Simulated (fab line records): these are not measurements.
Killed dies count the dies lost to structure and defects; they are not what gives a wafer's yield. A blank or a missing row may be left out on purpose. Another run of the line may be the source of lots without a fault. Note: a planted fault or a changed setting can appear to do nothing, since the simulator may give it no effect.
Which of the tools did it? | flow sky130 | 6 lots, 18 wafers sampled, at 2 steps of a route of 708

WHAT EACH GAUGE READ, for each wafer
SKY_GATE_OXIDE_TW_MEAS_14.
lot  | measured     | on           | GATE_OXIDE_TW
L147 | day 14 04:15 | filmMetro-01 | 223.7 223.4 223.3
L149 | day 14 13:59 | filmMetro-04 | 226.0 225.8 226.5
L157 | day 18 12:31 | filmMetro-01 | 249.6 248.0 249.2
L163 | day 20 02:30 | filmMetro-02 | 224.3 224.4 223.9
L167 | day 21 13:03 | filmMetro-02 | 224.3 224.1 224.2
L169 | day 22 03:09 | filmMetro-04 | 225.3 225.6 225.3

WHICH TOOL RAN EACH LOT (tool, then ch and the chambers of the sampled wafers, then the start)
lot  | SKY_GATE_OXIDE_IMPLANT_11
L147 | implanter-01 ch 0, day 14 03:54
L149 | implanter-02 ch 0, day 14 13:38
L157 | implanter-03 ch 0, day 18 12:10
L163 | implanter-01 ch 0, day 20 02:04
L167 | implanter-02 ch 0, day 21 12:35
L169 | implanter-02 ch 0, day 22 02:49
- SKY_GATE_OXIDE_IMPLANT_11

THE ANSWER, worked out from the rows above alone
Rule: usual is defined by the lots themselves. The widest of any qualifying gaps counts: lots, ordered by their means at a reading, are off when they make up no more than a third of the lots, leave a main group of 4 or more, and stand apart from it by 3 or more times the standard deviation of that group's means. A main group is skipped when, at the precision printed for the reading in the tables above, its means are all equal. Also off: a lot with no number at a reading for which 4 or more lots have one. Where the step has rows for the other lots, those lots are counted as sound.
Off: L157, seen at SKY_GATE_OXIDE_TW_MEAS_14 (GATE_OXIDE_TW). Main group: mean 224.7, sd 0.95.
A tool fits if, at a process step before that reading, it ran every lot that is off, and no sound lot after the first of them. The gauges at SKY_GATE_OXIDE_TW_MEAS_14 are tried like those tools. This does not decide it: 2 tools fit, namely implanter-03 at SKY_GATE_OXIDE_IMPLANT_11 and filmMetro-01 at SKY_GATE_OXIDE_TW_MEAS_14.

WHAT THE SIMULATOR PUT IN
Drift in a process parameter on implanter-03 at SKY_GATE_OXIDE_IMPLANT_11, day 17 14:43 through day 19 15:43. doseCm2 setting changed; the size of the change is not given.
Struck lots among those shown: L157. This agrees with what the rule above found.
